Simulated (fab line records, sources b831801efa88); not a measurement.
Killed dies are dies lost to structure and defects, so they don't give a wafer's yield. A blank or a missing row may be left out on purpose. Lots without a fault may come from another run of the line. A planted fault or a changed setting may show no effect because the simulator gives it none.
Which tool did it? | flow sky130 | 12 lots, 36 wafers sampled, at 5 steps of a route of 708

WHAT THE GAUGES READ, wafer by wafer
SKY_POLY_GATE_CD_MEAS_13: target cd 150 nm.
lot  | measured     | on        | cd_nm (nm)
L324 | day 16 18:21 | cd_sem-01 | 147.7 147.8 147.5
L326 | day 17 06:10 | cd_sem-02 | 151.9 150.9 151.6
L328 | day 18 02:29 | cd_sem-01 | 150.4 152.0 151.9
L329 | day 18 11:41 | cd_sem-02 | 150.1 150.5 152.6
L331 | day 18 18:41 | cd_sem-01 | 151.6 151.5 151.2
L336 | day 21 00:44 | cd_sem-01 | 149.8 148.9 149.5
L337 | day 21 19:13 | cd_sem-01 | 149.6 150.1 150.9
L338 | day 21 19:20 | cd_sem-02 | 147.1 145.5 147.4
L340 | day 22 04:45 | cd_sem-01 | 148.6 147.6 149.9
L341 | day 23 01:13 | cd_sem-02 | 149.5 149.1 148.7
L343 | day 23 10:25 | cd_sem-02 | 147.7 148.4 147.8
L346 | day 24 10:50 | cd_sem-02 | 150.3 150.5 150.6

SKY_LDD_N_TW_MEAS_17.
lot  | measured     | on            | LDD_N_TW
L324 | day 18 02:55 | film_metro-03 | 2569 2574 2574
L326 | day 18 16:49 | film_metro-02 | 2519 2534 2522
L328 | day 19 14:17 | film_metro-01 | 2582 2572 2580
L329 | day 20 05:11 | film_metro-02 | 2558 2550 2563
L331 | day 20 05:10 | film_metro-01 | 2617 2595 2598
L336 | day 22 10:01 | film_metro-03 | 2559 2565 2552
L337 | day 23 06:44 | film_metro-03 | 2560 2572 2585
L338 | day 23 06:37 | film_metro-02 | 2535 2556 2544
L340 | day 23 15:10 | film_metro-02 | 2538 2561 2551
L341 | day 24 11:10 | film_metro-03 | 2568 2544 2567
L343 | day 24 19:35 | film_metro-03 | 2551 2553 2559
L346 | day 25 19:29 | film_metro-03 | 2563 2568 2568

SKY_LDD_HVP_OVL_MEAS_07.
lot  | measured     | on         | LDD_HVP_OVL (nm)
L324 | day 21 21:42 | overlay-01 | 1.3 -1.2 0.3
L326 | day 22 13:15 | overlay-01 | 3.9 2.7 1.9
L328 | day 23 10:41 | overlay-01 | - - -
L329 | day 24 01:29 | overlay-02 | - - -
L331 | day 24 01:04 | overlay-02 | - - -
L336 | day 26 02:19 | overlay-02 | -1.1 0.2 0.4
L337 | day 27 00:19 | overlay-01 | 0.3 1.2 1.1
L338 | day 27 00:08 | overlay-01 | 0.4 -0.2 1.2
L340 | day 27 05:51 | overlay-01 | 1.9 1.3 0.9
L341 | day 28 02:29 | overlay-01 | 0.1 -0.3 -3.5
L343 | day 28 09:21 | overlay-02 | -0.8 0.4 0.4
L346 | day 29 10:17 | overlay-01 | 0.0 0.4 -1.5

WHICH TOOL RAN EACH LOT (tool, then ch and the chambers of the sampled wafers, then the start)
lot  | SKY_POLY_GATE_ETCH_15              | SKY_LDD_HVP_COAT_02
L324 | rie_diel-03 ch 0,2, day 16 18:28   | litho_track-04 ch 0, day 21 06:50
L326 | rie_diel-01 ch 0,3, day 17 06:16   | litho_track-04 ch 0, day 21 20:13
L328 | rie_diel-03 ch 2,3, day 18 02:38   | litho_track-04, day 22 20:05
L329 | rie_diel-01 ch 1,2, day 18 11:50   | litho_track-03, day 23 09:59
L331 | rie_diel-02 ch 0,1,2, day 18 18:51 | litho_track-03, day 23 09:23
L336 | rie_diel-01 ch 1,3, day 21 00:52   | litho_track-02 ch 0, day 25 12:26
L337 | rie_diel-01 ch 1,3, day 21 19:22   | litho_track-03 ch 0, day 26 09:47
L338 | rie_diel-03 ch 0,1, day 21 19:29   | litho_track-04 ch 0, day 26 09:32
L340 | rie_diel-03 ch 0,1,3, day 22 04:52 | litho_track-04 ch 0, day 26 15:50
L341 | rie_diel-03 ch 2,3, day 23 01:22   | litho_track-04 ch 0, day 27 11:56
L343 | rie_diel-03 ch 0,2,3, day 23 10:32 | litho_track-03 ch 0, day 27 19:26
L346 | rie_diel-01 ch 0,2,3, day 24 10:58 | litho_track-04 ch 0, day 28 19:34
- SKY_POLY_GATE_ETCH_15: etches BARC in N2/H2, stops on SiO2, time 118.5 s, target depth 110 nm.
- SKY_LDD_HVP_COAT_02: resist thk 300 nm.

WHAT THE TOOLS THEMSELVES READ (means of the sampled wafers that have a number; where no wafer has one, the mark that the record gives instead)
SKY_POLY_GATE_ETCH_15.
lot  | tool        | chamber_pressure_mTorr (mTorr) | drypump_motor_current_A (A) | oes_product_au (a.u.) | throttle_valve_pct (%)
L324 | rie_diel-03 | 30.012                         | 6.1                         | 0.716                 | 13.204
L326 | rie_diel-01 | 29.987                         | 6.2                         | 0.713                 | 13.210
L328 | rie_diel-03 | 29.985                         | 6.1                         | 0.722                 | 13.226
L329 | rie_diel-01 | 30.012                         | 5.7                         | 0.717                 | 13.219
L331 | rie_diel-02 | 30.002                         | 5.9                         | 0.719                 | 13.217
L336 | rie_diel-01 | 30.025                         | 5.8                         | 0.713                 | 13.216
L337 | rie_diel-01 | 30.001                         | 5.8                         | 0.721                 | 13.212
L338 | rie_diel-03 | 30.009                         | 6.0                         | 0.717                 | 13.218
L340 | rie_diel-03 | 29.979                         | 6.0                         | 0.720                 | 13.215
L341 | rie_diel-03 | 29.998                         | 6.2                         | 0.718                 | 13.211
L343 | rie_diel-03 | 29.992                         | 6.2                         | 0.713                 | 13.213
L346 | rie_diel-01 | 29.992                         | 6.1                         | 0.717                 | 13.221

SKY_LDD_HVP_COAT_02.
lot  | tool           | chill_plate_temp_C (C) | dispense_pressure_kPa (kPa) | spin_speed_rpm (rpm)
L324 | litho_track-04 | 22.93                  | 50.7                        | 3001.5
L326 | litho_track-04 | 22.96                  | 50.7                        | 2998.5
L328 | litho_track-04 | -                      | -                           | -
L329 | litho_track-03 | -                      | -                           | -
L331 | litho_track-03 | -                      | -                           | -
L336 | litho_track-02 | 23.11                  | 48.8                        | 3001.3
L337 | litho_track-03 | 23.01                  | 49.8                        | 2996.8
L338 | litho_track-04 | 22.94                  | 50.7                        | 3001.5
L340 | litho_track-04 | 22.88                  | 50.7                        | 3000.4
L341 | litho_track-04 | 22.84                  | 50.8                        | 2997.0
L343 | litho_track-03 | 23.03                  | 49.8                        | 3000.5
L346 | litho_track-04 | 23.04                  | 50.7                        | 2999.7

THE ANSWER, worked out from the rows above alone
Rule: what is usual is taken from the lots themselves. Put in order of their means at a reading, lots are off if they are a third of the lots or fewer, leave a main group of 4 or more, and stand apart from it by a gap of 3 or more times the standard deviation of the main group's means; of several such gaps the widest counts. A main group whose means are all the same, to the digits that the tables above print for the reading, isn't used. A lot without any number at a reading at which 4 lots or more have one is off too. The other lots that the step has rows for count as sound. The gauges are gone through in route order, then the tools' own readings, and for those a lot's mean is taken as printed above. The first step at which some lot is off is used, and at that step the reading that is off furthest; a lot without a number counts as furthest.
Off: L328, L329, L331, at SKY_LDD_HVP_OVL_MEAS_07 (LDD_HVP_OVL). Without a number there: L328, L329, L331. The main group: mean 0.4 nm, standard deviation 1.1.
A tool fits if, at a process step before that reading, it ran every lot that is off, and no sound lot after the first of them. The gauges at SKY_LDD_HVP_OVL_MEAS_07 aren't tried: what is off there is off at SKY_LDD_HVP_COAT_02 too, on other tools, and a gauge's error can't cause that. None of those tried fits.

WHAT THE SIMULATOR HAD PUT IN
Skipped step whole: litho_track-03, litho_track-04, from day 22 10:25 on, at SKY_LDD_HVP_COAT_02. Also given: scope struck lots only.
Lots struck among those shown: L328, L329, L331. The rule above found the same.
